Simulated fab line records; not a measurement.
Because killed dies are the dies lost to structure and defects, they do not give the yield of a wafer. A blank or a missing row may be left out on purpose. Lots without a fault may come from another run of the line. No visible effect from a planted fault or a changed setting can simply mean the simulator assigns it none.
Which tool did it? :: flow gf180mcu :: 36 wafers from 12 lots sampled at 3 of the route's 602 steps

== WHAT THE GAUGES SHOWED, per wafer ==
GF_V2_THK_MEAS_03.
lot: L075
measured: day 19 17:01
on: film-metro-04
V2_CVD_02_THK (nm): 847 854 875

lot: L078
measured: day 20 18:14
on: film-metro-02
V2_CVD_02_THK (nm): 846 862 869

lot: L079
measured: day 20 22:22
on: film-metro-02
V2_CVD_02_THK (nm): 848 877 865

lot: L081
measured: day 21 20:00
on: film-metro-04
V2_CVD_02_THK (nm): 855 844 845

lot: L083
measured: day 22 16:16
on: film-metro-03
V2_CVD_02_THK (nm): 849 859 852

lot: L085
measured: day 23 13:11
on: film-metro-03
V2_CVD_02_THK (nm): 853 852 856

lot: L087
measured: day 24 11:35
on: film-metro-03
V2_CVD_02_THK (nm): 854 856 858

lot: L089
measured: day 24 18:58
on: film-metro-04
V2_CVD_02_THK (nm): 851 844 853

lot: L091
measured: day 25 06:59
on: film-metro-04
V2_CVD_02_THK (nm): 845 842 841

lot: L093
measured: day 25 19:47
on: film-metro-02
V2_CVD_02_THK (nm): 834 855 850

lot: L095
measured: day 26 14:45
on: film-metro-03
V2_CVD_02_THK (nm): 850 843 856

lot: L097
measured: day 27 07:26
on: film-metro-03
V2_CVD_02_THK (nm): 830 822 847

== WHICH TOOL RAN EACH LOT (tool, then ch and the chambers of the sampled wafers, then the start) ==
lot: L075
GF_M1_SPUTTER_01: pvd-sputter-03, day 16 13:48
GF_M2_SPUTTER_01: pvd-sputter-02, day 18 16:08

lot: L078
GF_M1_SPUTTER_01: pvd-sputter-03, day 17 13:16
GF_M2_SPUTTER_01: pvd-sputter-04, day 19 16:57

lot: L079
GF_M1_SPUTTER_01: pvd-sputter-04, day 17 18:18
GF_M2_SPUTTER_01: pvd-sputter-04, day 19 21:37

lot: L081
GF_M1_SPUTTER_01: pvd-sputter-04, day 18 15:43
GF_M2_SPUTTER_01: pvd-sputter-02, day 20 19:32

lot: L083
GF_M1_SPUTTER_01: pvd-sputter-03, day 19 11:53
GF_M2_SPUTTER_01: pvd-sputter-01, day 21 15:32

lot: L085
GF_M1_SPUTTER_01: pvd-sputter-04, day 20 10:33
GF_M2_SPUTTER_01: pvd-sputter-02, day 22 13:17

lot: L087
GF_M1_SPUTTER_01: pvd-sputter-03, day 21 10:46
GF_M2_SPUTTER_01: pvd-sputter-04, day 23 12:11

lot: L089
GF_M1_SPUTTER_01: pvd-sputter-03, day 21 18:16
GF_M2_SPUTTER_01: pvd-sputter-01, day 23 19:53

lot: L091
GF_M1_SPUTTER_01: pvd-sputter-04, day 22 10:11
GF_M2_SPUTTER_01: pvd-sputter-02, day 24 09:28

lot: L093
GF_M1_SPUTTER_01: pvd-sputter-03, day 22 22:26
GF_M2_SPUTTER_01: pvd-sputter-02, day 24 21:39

lot: L095
GF_M1_SPUTTER_01: pvd-sputter-04, day 23 17:50
GF_M2_SPUTTER_01: pvd-sputter-01, day 25 16:38

lot: L097
GF_M1_SPUTTER_01: pvd-sputter-03, day 24 11:52
GF_M2_SPUTTER_01: pvd-sputter-01, day 26 09:38
- GF_M1_SPUTTER_01: material TiN, target thk 30 nm, time 25 s.
- GF_M2_SPUTTER_01: material TiN, target thk 30 nm, time 25 s.

== THE ANSWER, worked out from the rows above alone ==
Rule: the usual values come from the lots themselves. Put in order of their means at a reading, lots are off if they are a third of the lots or fewer, leave a main group of 4 or more, and stand apart from it by a gap of 3 or more times the standard deviation of the main group's means; of several such gaps the widest counts. The tables above print the reading to a certain number of digits; a main group whose means all agree to those digits is not used. Also off: a lot with no number at a reading for which 4 or more lots have one. Where the step has rows for the other lots, those lots are counted as sound.
Nothing can be told from this: no lot is off at any reading shown.

== WHAT THE SIMULATOR PUT IN ==
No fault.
